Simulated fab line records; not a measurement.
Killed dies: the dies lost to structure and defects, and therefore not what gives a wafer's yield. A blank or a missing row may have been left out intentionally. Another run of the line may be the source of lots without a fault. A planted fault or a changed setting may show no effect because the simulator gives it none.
Split-lot study    flow gf180mcu    23 wafers read from 5 lots, route of 602 steps

## ABOUT THE SPLIT
At GF_LVPWELL_COAT_02 (resist thk 3000 nm), the setting spinRpm was moved away from the recipe's 2000 rpm on 6 of the 23 wafers read, by +3.2% to +4.6%. All remaining wafers had this setting at the recipe value.

The split's own step is where the reading is taken.

## THE READING
coat_of_LVPWELL_COAT_02.thkNm (the simulator's own value, which no gauge read), in nm, at GF_LVPWELL_COAT_02 (resist thk 3000 nm). There is no usual value for it anywhere in the file. Across the 17 wafers here that went through the recipe, the average is 3000 nm and the standard deviation 8.8 nm.

wafer   tool, chamber at the split  spinRpm as run, rpm  against the recipe  coat_of_LVPWELL_COAT_02.thkNm, nm  against lot-mates on the recipe
L076.3  lithoTrack-02, 0            2000                 recipe              2992                               -
L076.4  lithoTrack-02, 0            2000                 recipe              3001                               -
L076.6  lithoTrack-02, 0            2000                 recipe              2996                               -
L078.1  lithoTrack-01, 0            2000                 recipe              2990                               -
L078.4  lithoTrack-01, 0            2000                 recipe              2990                               -
L078.2  lithoTrack-01, 0            2000                 recipe              2981                               -
L078.5  lithoTrack-01, 0            2093                 +4.6%               2929                               -58
L078.6  lithoTrack-01, 0            2093                 +4.6%               2925                               -62
L079.1  lithoTrack-04, 0            2000                 recipe              3011                               -
L079.2  lithoTrack-04, 0            2000                 recipe              3001                               -
L079.3  lithoTrack-04, 0            2000                 recipe              3006                               -
L079.6  lithoTrack-04, 0            2000                 recipe              3006                               -
L079.4  lithoTrack-04, 0            2000                 recipe              3005                               -
L080.1  lithoTrack-01, 0            2000                 recipe              2995                               -
L080.2  lithoTrack-01, 0            2065                 +3.2%               2955                               -43
L080.4  lithoTrack-01, 0            2000                 recipe              2998                               -
L080.5  lithoTrack-01, 0            2000                 recipe              3001                               -
L080.6  lithoTrack-01, 0            2065                 +3.2%               2951                               -47
L083.1  lithoTrack-04, 0            2000                 recipe              3011                               -
L083.2  lithoTrack-04, 0            2000                 recipe              3008                               -
L083.3  lithoTrack-04, 0            2069                 +3.4%               2957                               -55
L083.5  lithoTrack-04, 0            2000                 recipe              3016                               -
L083.6  lithoTrack-04, 0            2069                 +3.4%               2964                               -48

FIT RESULTS
A straight line over all 23 wafers: coat_of_LVPWELL_COAT_02.thkNm changes by -14.4 nm for each +1% of spinRpm; r = -0.95; the points scatter about the line by 8.8 nm.
The same after taking each lot's own level away (the mean of its wafers on the recipe; 23 wafers): -13.6 nm for each +1%; r = -0.99; scatter 3.7 nm.
That fit puts the effect of the largest move of spinRpm on the reading at 63 nm.
The span of the lots' own levels, 2987.0 to 3011.7 nm, comes to 2.8 times the standard deviation stated above.
So the lot-to-lot level changes the slope little: the two slopes agree.
Check: for one of the wafers moved furthest among these (+4.6%), held out of the fit, the line's prediction against its lot-mates is -65.2 nm. Against them it came out at -58 nm.

## OTHER SPLITS ON THESE WAFERS
Note: prior to the reading, these wafers also went through further splits. Each is held against what the fit with the lots' levels taken away leaves over:
other split on the same wafers  wafers away from the commonest value  r with coat_of_LVPWELL_COAT_02.thkNm (lot level and that fit taken away)
GF_NWELL_COAT_02 spinRpm        7                                     -0.12

## THE WHOLE CHAIN: every reading that the file lists as answering this split, in the file's order
step                 what it does        reading                                                                         change (the file's fit)               r (the file's)
GF_LVPWELL_COAT_02   resist thk 3000 nm  coat_of_LVPWELL_COAT_02.thkNm (the simulator's own value, which no gauge read)  -13.7 nm for each +1% of the setting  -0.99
GF_LVPWELL_STRIP_10  strips in O2/N2     stripTimeToEndpointS                                                            withheld for each +1% of the setting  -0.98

## FILE'S OWN FIT
coat_of_LVPWELL_COAT_02.thkNm changes by -13.7 nm for each +1% of spinRpm, r = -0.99.
